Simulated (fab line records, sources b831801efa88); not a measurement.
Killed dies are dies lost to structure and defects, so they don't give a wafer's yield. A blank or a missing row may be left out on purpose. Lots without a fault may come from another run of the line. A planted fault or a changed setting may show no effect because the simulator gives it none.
fab line records | flow sfq_line
record lots=14 wafers=42 last_day=97
route steps=325 shown A5B@210 R5@224 I5@238 M6@252
lots that met no fault: from a run of the same line without faults
start_h: hours from the record's first day to the start of the lot's first wafer shown | wait_h: hours since the lot's step before | " the same as in the row above | L1.1+2: a row that stands for several wafers | - no value, or no start given | * or withheld: withheld | < > ~ a bound
route shown NAME@n: a module of which the file shows steps, and the number in the route of the first | usual: mean/standard deviation of fault-free wafers | same: alike in all rows | chamber/n: place in a boat | sites: the reading at each site | _std_site: their standard deviation | _edge_site: outer sites' mean less inner sites' | radius_mm: how far each site lies from the wafer's centre | mask NAME#n: copy n | behind: the tool/chamber that last shaped the wafer | hold: why the lot was held/for how many hours/how that ended | device: the transistor (n, p or np) that didn't switch | end of line: the same wafers' tests at the end of the route | a step without rows: its recipe alone | killed: dies lost to structure and defects at the first sort, not the wafer's yield | map: a wafer's dies, x killed, . not, _ none there
set.NAME: the setting as run; set.NAME@STEP: as run at that earlier step | model.NAME: the simulator's own value behind a step, which no gauge read
steps of the route over a sample of lots; a table a step, a row a wafer
services: from which hour (start_h, from the record's first day; less than 0 if before it) a tool's chamber was out of use, for how many hours, and why
## steps
# step SFQ_TRILAYER_A5B_CMP_CMP_130
# recipe stop_on=Nb down_force_psi=3 platen_rpm=60 target_thk_nm=340.7
# usual motor_current_A=10.5/1.2
# columns lot.wafer tool chamber start_h wait_h motor_current_A
L593.1 cmp-01 3 1683.41 9.4 9.1
L593.2 " 0 " " 10.1
L593.5 " 2 1684.91 10.8 11.6
L594.1 cmp-02 1 1684.09 7.4 10.0
L594.5 " 1 1686.09 9.3 10.3
L594.6 " 2 " " 10.5
L595.3 cmp-01 2 1689.41 9.4 12.1
L595.2 " 3 " " 10.0
L595.6 " 1 1690.91 10.8 9.9
L596.3 cmp-01 3 1694.91 8.9 10.0
L596.4 " 0 " " 10.4
L596.6 " 3 1696.91 10.8 9.9
L597.4 cmp-02 0 1703.19 8.7 9.2
L597.1 " 1 " " 10.6
L597.5 " 2 " " 10.4
L599.4 cmp-02 3 1733.50 0.5 12.5
L599.3 " 0 " " 9.2
L599.6 " 2 1735.00 2.0 10.5
L600.4 cmp-02 0 1740.23 1.2 8.5
L600.3 " 2 1741.31 2.3 9.8
L600.5 " 0 1742.39 3.4 8.9
L601.2 cmp-02 3 1746.47 1.5 13.0
L601.3 " 1 1747.47 2.5 10.3
L601.1 " 2 " " 10.1
L603.4 cmp-02 0 1777.47 13.3 9.0
L603.3 " 2 1778.47 14.3 10.4
L603.5 " 1 1779.97 15.8 10.7
L605.3 cmp-01 1 1781.46 7.7 10.8
L605.4 " 2 " " 11.8
L605.5 " 1 1783.46 9.6 9.7
L606.1 cmp-01 3 1816.02 0.5 9.9
L606.3 " 0 " " 10.2
L606.6 " 2 1817.52 2.0 12.4
L607.4 cmp-01 0 1818.52 0.6 10.4
L607.3 " 1 " " 9.9
L607.2 " 2 " " 12.0
L610.3 cmp-02 0 1826.82 0.5 8.9
L610.1 " 1 " " 10.7
L610.4 " 2 " " 9.9
L614.1 cmp-02 3 1834.72 0.0 12.3
L614.6 " 3 1836.72 2.0 13.2
L614.5 " 0 " " 9.1
# step SFQ_TRILAYER_R5_BARC_OPEN_METAL_ETCH_177
# recipe mask_material=PR chemistry=O2 target_depth_nm=125 target=BARC icp_w=600 bias_w=80 pressure_mtorr=10 time_s=41.7
# usual drypump_motor_current_A=5.7/0.53 he_backside_leak_sccm=3.59/0.27 oes_product_au=0.685/0.0044
# columns lot.wafer tool chamber start_h wait_h drypump_motor_current_A he_backside_leak_sccm oes_product_au rf_hours_counter_h
L593.1 rie_metal-03 0 1802.47 0.0 5.6 3.88 0.691 27
L593.2 " 1 " " 4.9 3.44 0.687 88
L593.5 " 1 " " 4.8 3.39 0.695 -
L594.1 rie_metal-04 1 1803.67 0.0 6.2 3.42 0.686 61
L594.5 " 1 " " 6.2 3.33 0.694 -
L594.6 " 1 " " 6.2 3.40 0.685 -
L595.2 rie_metal-03 0 1807.27 0.0 5.6 3.72 0.686 28
L595.3 " 0 " " 5.6 3.71 0.690 -
L595.6 " 0 " " 5.6 3.58 0.684 -
L596.3 rie_metal-03 0 1813.22 0.0 5.5 3.48 0.681 -
L596.4 " 1 " " 4.8 3.48 0.693 -
L596.6 " 1 " " 4.8 3.56 0.685 -
L597.1 rie_metal-04 1 1824.00 0.0 6.2 3.38 0.687 65
L597.4 " 0 " " 5.5 3.27 0.685 -
L597.5 " 1 " " 6.2 3.45 0.683 -
L599.3 rie_metal-03 1 1855.97 0.0 4.8 3.74 0.682 -
L599.4 " 0 " " 5.5 3.85 0.687 -
L599.6 " 1 " " 4.8 3.80 0.679 -
L600.3 rie_metal-03 1 1859.57 0.0 4.8 3.59 0.685 -
L600.4 " 0 " " 5.5 3.60 0.680 -
L600.5 " 1 " " 4.8 3.58 0.678 -
L601.1 rie_metal-04 0 1866.75 0.0 5.6 3.14 0.689 7
L601.2 " 1 " " 6.2 3.54 0.689 70
L601.3 " 1 " " 6.2 3.45 0.691 -
L603.3 rie_metal-04 1 1889.57 0.0 6.2 3.57 0.684 -
L603.4 " 0 " " 5.6 3.09 0.688 -
L603.5 " 0 " " 5.6 3.30 0.675 -
L605.3 rie_metal-04 1 1893.17 0.0 6.2 3.55 0.686 -
L605.4 " 0 " " 5.6 3.15 0.683 -
L605.5 " 1 " " 6.2 3.55 0.682 -
L606.1 rie_metal-02 0 1919.55 0.0 6.0 4.02 0.684 129
L606.3 " 1 " " 6.3 3.77 0.694 -
L606.6 " 0 " " 6.1 3.86 0.684 -
L607.2 rie_metal-04 1 1921.95 0.0 6.2 3.47 0.677 75
L607.3 " 1 " " 6.2 3.48 0.686 -
L607.4 " 0 " " 5.6 3.04 0.689 -
L610.1 rie_metal-03 0 1927.95 0.0 5.6 3.50 0.684 48
L610.3 " 0 " " 5.6 3.56 0.683 -
L610.4 " 1 " " 4.8 3.85 0.684 -
L614.1 rie_metal-03 0 1936.35 0.0 5.6 3.40 0.687 50
L614.5 " 0 " " 5.5 3.35 0.692 -
L614.6 " 1 " " 4.9 3.56 0.685 -
# step SFQ_TRILAYER_I5_STRIP_STRIP_148
# recipe gas=O2 power_w=200 platen_temp_c=40 overash_fraction=0.65 chemistry=O2 pressure_mtorr=50
# usual drypump_motor_current_A=5.9/0.34 he_backside_leak_sccm=3.5/0.34 oes_product_au=1.001/0.0075
# columns lot.wafer tool chamber start_h wait_h drypump_motor_current_A he_backside_leak_sccm oes_product_au rf_hours_counter_h
L593.1 rie_metal-01 0 1815.66 - 5.9 3.8 1.004 101
L593.2 " 1 " " 5.4 3.5 0.995 76
L593.5 " 1 " " 5.4 3.3 0.996 -
L594.1 rie_metal-04 0 1816.86 - 5.5 3.2 0.996 1
L594.5 " 0 " " 5.5 3.0 0.997 -
L594.6 " 1 " " 6.2 3.3 1.008 -
L595.2 rie_metal-01 0 1818.06 - 5.9 3.6 0.997 101
L595.3 " 1 " " 5.3 3.4 0.986 -
L595.6 " 1 " " 5.4 3.4 0.993 -
L596.3 rie_metal-02 0 1821.86 - 6.1 3.7 1.000 -
L596.4 " 1 " " 6.3 3.8 1.006 -
L596.6 " 0 " " 6.1 3.6 1.009 -
L597.1 rie_metal-04 0 1838.98 - 5.6 3.2 0.990 4
L597.4 " 1 " " 6.2 3.5 1.004 -
L597.5 " 1 " " 6.2 3.3 0.995 -
L599.3 rie_metal-01 0 1859.89 - 5.9 3.7 0.998 -
L599.4 " 1 " " 5.3 3.4 1.002 -
L599.6 " 0 " " 5.9 3.5 0.999 -
L600.3 rie_metal-04 1 1864.34 - 6.2 3.4 1.009 -
L600.4 " 0 " " 5.5 3.0 0.994 -
L600.5 " 1 " " 6.2 3.5 0.998 -
L601.1 rie_metal-04 1 1870.15 - 6.2 3.4 0.996 71
L601.2 " 0 " " 5.6 3.2 0.991 8
L601.3 " 1 " " 6.2 3.5 0.999 -
L603.3 rie_metal-02 0 1893.15 - 6.1 3.9 0.995 -
L603.4 " 1 " " 6.3 3.7 1.003 -
L603.5 " 0 " " 6.0 3.8 1.006 -
L605.3 rie_metal-02 0 1897.60 - 6.0 4.4 1.011 -
L605.4 " 1 " " 6.3 3.6 1.001 -
L605.5 " 0 " " 6.0 4.1 1.013 -
L606.1 rie_metal-02 0 1923.50 - 6.0 4.1 1.009 129
L606.3 " 0 " " 6.1 4.2 1.017 -
L606.6 " 1 " " 6.3 3.8 1.010 -
L607.2 rie_metal-02 0 1925.35 - 6.0 4.2 1.002 130
L607.3 " 0 " " 6.0 4.1 1.005 -
L607.4 " 1 " " 6.3 3.6 1.007 -
L610.1 rie_metal-04 0 1936.15 - 5.5 3.3 1.003 15
L610.3 " 0 " " 5.6 3.4 1.011 -
L610.4 " 1 " " 6.2 3.6 1.014 -
L614.1 rie_metal-04 0 1946.95 - 5.5 3.3 0.994 18
L614.5 " 0 " " 5.6 3.3 0.994 -
L614.6 " 1 " " 6.2 3.6 1.005 -
# step SFQ_TRILAYER_M6_DEP_SPUTTER_157
# recipe material=Nb base_pressure_pa=1.33e-06 chamber_pressure_pa=0.1333 substrate_temp_c=20 target_thk_nm=200 power_w=2000 time_s=133.3
# usual chamber_pressure_pa=0.13329/0.00026 throttle_valve_pct=29.9/1.2
# columns lot.wafer tool chamber start_h wait_h chamber_pressure_pa throttle_valve_pct
L593.1 pvd_sputter-06 - 1824.76 0.0 0.13334 28.4
L593.2 " - " " 0.13345 28.7
L593.5 " - " " 0.13364 28.6
L594.1 pvd_sputter-03 - 1832.69 0.0 0.13279 28.2
L594.5 " - " " 0.13346 31.0
L594.6 " - " " 0.13307 30.1
L595.2 pvd_sputter-05 - 1833.69 0.0 0.13337 31.4
L595.3 " - " " 0.13303 29.8
L595.6 " - " " 0.13345 30.7
L596.3 pvd_sputter-03 - 1837.29 0.0 0.13366 29.9
L596.4 " - " " 0.13285 31.2
L596.6 " - " " 0.13413 30.3
L597.1 pvd_sputter-03 - 1846.89 0.0 0.13292 28.3
L597.4 " - " " 0.13359 30.0
L597.5 " - " " 0.13336 28.2
L599.3 pvd_sputter-03 - 1863.65 0.0 0.13328 29.9
L599.4 " - " " 0.13297 29.8
L599.6 " - " " 0.13309 31.0
L600.3 pvd_sputter-06 - 1868.45 0.0 0.13323 31.4
L600.4 " - " " 0.13297 28.1
L600.5 " - " " 0.13317 31.6
L601.1 pvd_sputter-06 - 1874.46 0.0 0.13342 31.7
L601.2 " - " " 0.13349 28.8
L601.3 " - " " 0.13343 28.1
L603.3 pvd_sputter-06 - 1896.90 0.0 0.13338 31.7
L603.4 " - " " 0.13342 28.6
L603.5 " - " " 0.13308 28.1
L605.3 pvd_sputter-03 - 1903.50 0.0 0.13312 28.1
L605.4 " - " " 0.1335 29.9
L605.5 " - " " 0.13292 31.0
L606.1 pvd_sputter-05 - 1928.45 0.0 0.13291 30.6
L606.3 " - " " 0.1332 30.3
L606.6 " - " " 0.13295 30.8
L606.1 pvd_sputter-05 - 1928.71 0.2 0.13361 30.8
L606.3 " - " " 0.13323 30.4
L606.6 " - " " 0.1334 30.9
L607.2 pvd_sputter-03 - 1930.85 0.0 0.13331 31.0
L607.3 " - " " 0.13398 29.6
L607.4 " - " " 0.13342 28.7
L607.2 pvd_sputter-03 - 1931.11 0.2 0.13325 31.1
L607.3 " - " " 0.13357 29.8
L607.4 " - " " 0.13341 28.4
L610.1 pvd_sputter-03 - 1946.45 0.0 0.13301 31.0
L610.3 " - " " 0.13327 30.2
L610.4 " - " " 0.13291 28.3
L614.1 pvd_sputter-03 - 2043.77 0.0 0.13344 29.9
L614.5 " - " " 0.13313 30.1
L614.6 " - " " 0.13308 29.8
# step SFQ_M6_RS_MEAS_938
# recipe thk_meas_gauge=four-point-probe reads=Nb_of_TRILAYER_M6_DEP_SPUTTER_157
# usual M6_NB_RS=0.887/0.0092
# columns lot.wafer tool chamber start_h wait_h M6_NB_RS[ohm/sq]
L593.1 film_metro-02 - 1824.86 0.0 0.894
L593.2 " - " " 0.903
L593.5 " - " " 0.902
L594.1 film_metro-03 - 1832.78 0.0 0.891
L594.5 " - " " 0.886
L594.6 " - " " 0.900
L595.2 film_metro-02 - 1833.80 0.1 0.892
L595.3 " - " " 0.887
L595.6 " - " " 0.892
L596.3 film_metro-02 - 1837.42 0.1 0.885
L596.4 " - " " 0.886
L596.6 " - " " 0.892
L597.1 film_metro-02 - 1846.98 0.0 0.886
L597.4 " - " " 0.888
L597.5 " - " " 0.891
L599.3 film_metro-03 - 1863.78 0.1 0.883
L599.4 " - " " 0.883
L599.6 " - " " 0.879
L600.3 film_metro-03 - 1868.58 0.1 0.878
L600.4 " - " " 0.888
L600.5 " - " " 0.881
L601.1 film_metro-02 - 1874.56 0.0 0.884
L601.2 " - " " 0.892
L601.3 " - " " 0.884
L603.3 film_metro-04 - 1897.03 0.1 0.890
L603.4 " - " " 0.894
L603.5 " - " " 0.887
L605.3 film_metro-03 - 1903.63 0.1 0.884
L605.4 " - " " 0.885
L605.5 " - " " 0.882
L606.1 film_metro-03 - 1928.80 0.0 0.441
L606.3 " - " " 0.443
L606.6 " - " " 0.441
L607.2 film_metro-04 - 1931.22 0.1 0.436
L607.3 " - " " 0.441
L607.4 " - " " 0.438
L610.1 film_metro-03 - 1946.54 0.0 0.887
L610.3 " - " " 0.897
L610.4 " - " " 0.885
L614.1 film_metro-04 - 2043.86 0.0 0.870
L614.5 " - " " 0.869
L614.6 " - " " 0.877
# step SFQ_TRILAYER_M6_ETCH_METAL_ETCH_162
# recipe target=Nb stop_on=SiO2 mask_material=PR chemistry=Cl2/Ar target_depth_nm=240 icp_w=600 bias_w=80 pressure_mtorr=10 time_s=120
# usual drypump_motor_current_A=5.7/0.45 he_backside_leak_sccm=3.60/0.17 oes_product_au=0.895/0.0065
# columns lot.wafer tool chamber start_h wait_h drypump_motor_current_A he_backside_leak_sccm oes_product_au rf_hours_counter_h
L593.1 rie_metal-02 1 1840.05 0.0 6.3 3.75 0.893 84
L593.2 " 0 " " 6.1 3.70 0.882 116
L593.5 " 1 " " 6.3 3.54 0.883 -
L594.1 rie_metal-03 0 1842.45 0.0 5.5 3.45 0.895 34
L594.5 " 1 " " 4.9 3.57 0.897 -
L594.6 " 0 " " 5.6 3.45 0.891 -
L595.2 rie_metal-02 0 1843.65 0.0 6.0 3.81 0.887 117
L595.3 " 1 " " 6.3 3.66 0.901 -
L595.6 " 0 " " 6.0 3.67 0.895 -
L596.3 rie_metal-01 0 1844.90 0.1 5.9 3.46 0.884 -
L596.4 " 1 " " 5.4 3.44 0.899 -
L596.6 " 1 " " 5.4 3.33 0.887 -
L597.1 rie_metal-01 1 1850.85 0.0 5.4 3.51 0.895 83
L597.4 " 1 " " 5.4 3.60 0.893 -
L597.5 " 0 " " 5.9 3.68 0.899 -
L599.3 rie_metal-02 0 1866.46 0.1 6.0 3.91 0.898 -
L599.4 " 1 " " 6.3 3.74 0.899 -
L599.6 " 0 " " 6.0 3.84 0.899 -
L600.3 rie_metal-01 0 1872.46 0.1 5.9 3.60 0.898 -
L600.4 " 1 " " 5.4 3.43 0.895 -
L600.5 " 0 " " 5.8 3.67 0.894 -
L601.1 rie_metal-01 0 1877.56 0.0 5.9 3.55 0.890 112
L601.2 " 1 " " 5.4 3.64 0.887 88
L601.3 " 1 " " 5.3 3.40 0.893 -
L603.3 rie_metal-01 0 1901.50 0.1 5.9 3.59 0.897 -
L603.4 " 1 " " 5.4 3.56 0.878 -
L603.5 " 0 " " 5.9 3.63 0.898 -
L605.3 rie_metal-02 0 1906.16 0.1 6.0 3.56 0.893 -
L605.4 " 1 " " 6.3 3.74 0.895 -
L605.5 " 1 " " 6.3 3.81 0.903 -
L606.1 rie_metal-01 1 1934.82 0.0 5.4 3.35 0.992 99
L606.3 " 1 " " 5.4 3.38 0.996 -
L606.6 " 1 " " 5.3 3.26 0.993 -
L607.2 rie_metal-01 1 1937.22 0.0 5.4 3.50 1.003 99
L607.3 " 0 " " 5.9 3.67 1.009 -
L607.4 " 1 " " 5.4 3.42 1.004 -
L610.1 rie_metal-03 0 1964.77 0.0 5.6 3.44 0.895 55
L610.3 " 0 " " 5.5 3.72 0.890 -
L610.4 " 1 " " 4.8 3.62 0.896 -
L614.1 rie_metal-03 1 2047.53 0.0 4.8 3.29 0.900 127
L614.5 " 0 " " 5.6 3.86 0.899 -
L614.6 " 1 " " 4.8 3.51 0.894 -
## services
# columns tool chamber start_h hours kind
rie_metal-04 0 1675.12 2.7 repair
rie_metal-03 - 1681.41 1.4 pm
cmp-02 - 1696.84 2.1 repair
rie_metal-03 - 1699.67 4.3 pm
rie_metal-02 - 1703.21 0.8 repair
rie_metal-03 - 1707.24 0.4 repair
rie_metal-02 1 1724.47 6.1 repair
cmp-02 - 1738.86 0.2 repair
cmp-02 - 1773.47 4.0 pm
rie_metal-03 - 1775.99 0.4 repair
pvd_sputter-03 - 1786.29 1.7 repair
rie_metal-04 - 1821.13 0.6 repair
rie_metal-02 0 1852.21 7.7 repair
cmp-02 - 1852.72 11.1 pm
cmp-02 - 1863.83 7.3 pm
cmp-02 - 1870.08 1.7 repair
rie_metal-04 - 1901.41 15.6 pm
cmp-02 - 1909.46 0.3 repair
rie_metal-03 - 1934.81 0.6 repair
rie_metal-02 - 1941.40 14.6 pm
rie_metal-02 - 1956.69 0.2 repair
cmp-02 - 1970.58 1.1 repair
rie_metal-01 - 2006.24 2.8 pm
rie_metal-01 - 2032.17 2.1 repair
## key
first_sign step=SFQ_TRILAYER_M6_DEP_SPUTTER_157 reading=visit direction=added
effect step=SFQ_M6_RS_MEAS_938 reading=M6_NB_RS direction=down sigmas=49 usual=0.887 struck=0.440
effect step=SFQ_TRILAYER_M6_ETCH_METAL_ETCH_162 reading=oes_product_au direction=up sigmas=16 usual=0.895 struck=1.000
met_at SFQ_TRILAYER_M6_DEP_SPUTTER_157
struck_lots L606,L607
not_acting_at SFQ_TRILAYER_A5B_CMP_CMP_130,SFQ_TRILAYER_R5_BARC_OPEN_METAL_ETCH_177,SFQ_TRILAYER_I5_STRIP_STRIP_148
fault kind=repeated_step_whole tool=pvd_sputter-03,pvd_sputter-05,pvd_sputter-06 chamber=- onset_h=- steps=SFQ_TRILAYER_M6_DEP_SPUTTER_157 times=1 scope=struck_lots_only
